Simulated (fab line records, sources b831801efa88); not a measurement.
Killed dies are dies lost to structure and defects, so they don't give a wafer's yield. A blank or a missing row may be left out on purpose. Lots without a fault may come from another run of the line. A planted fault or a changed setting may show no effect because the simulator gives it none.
Chamber matching | flow sky130 | SKY_VIA2_CMP_24 on cmp-02: 4 sister chambers
The step polishes, stops on SiO2, t overpolish 20 s, target thk 0 nm. 4 wafers are shown with their chamber, then 11 later ones without.

WAFERS WITH THEIR CHAMBER
wafer  | chamber | time_to_endpoint_s (s)
L089.3 | 1       | 102
L090.3 | 2       | 102
L090.5 | 3       | 105
L091.1 | 0       | 106

WAFERS WITHOUT THEIR CHAMBER
wafer  | time_to_endpoint_s (s)
L091.4 | 104
L091.5 | 102
L092.2 | 108
L092.5 | 110
L092.6 | 108
L093.1 | 108
L093.2 | 104
L093.4 | 106
L096.1 | 105
L096.2 | 104
L096.4 | 104

WHICH CHAMBER EACH WENT THROUGH
wafer  | from the rows above               | in truth
L091.4 | can't be placed: 3 or 0 or 1 or 2 | 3
L091.5 | can't be placed: 1 or 2 or 3      | 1
L092.2 | can't be placed: 0 or 3           | 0
L092.5 | can't be placed: 0 or 3           | 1
L092.6 | can't be placed: 0 or 3           | 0
L093.1 | can't be placed: 0 or 3           | 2
L093.2 | can't be placed: 3 or 0 or 1 or 2 | 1
L093.4 | can't be placed: 0 or 3           | 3
L096.1 | can't be placed: 3 or 0 or 1 or 2 | 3
L096.2 | can't be placed: 3 or 0 or 1 or 2 | 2
L096.4 | can't be placed: 3 or 0 or 1 or 2 | 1
Placed correctly: 0 of 11. Can't be placed from these rows: 11 (the true chamber is among the candidates in 9). Placed wrongly: 0.
How it was worked out, from the rows above alone: a wafer's distance from a chamber is the root of the sum, over the readings, of the square of ((its reading less the chamber's mean) divided by the reading's scatter). The wafer belongs to the nearest chamber; if the next one is less than 2 further off, it can't be placed. A chamber's mean is the mean of its shown wafers. The scatter: with one shown wafer a chamber, the root of the mean of the squares of how far each hidden wafer lies from its nearest shown one.
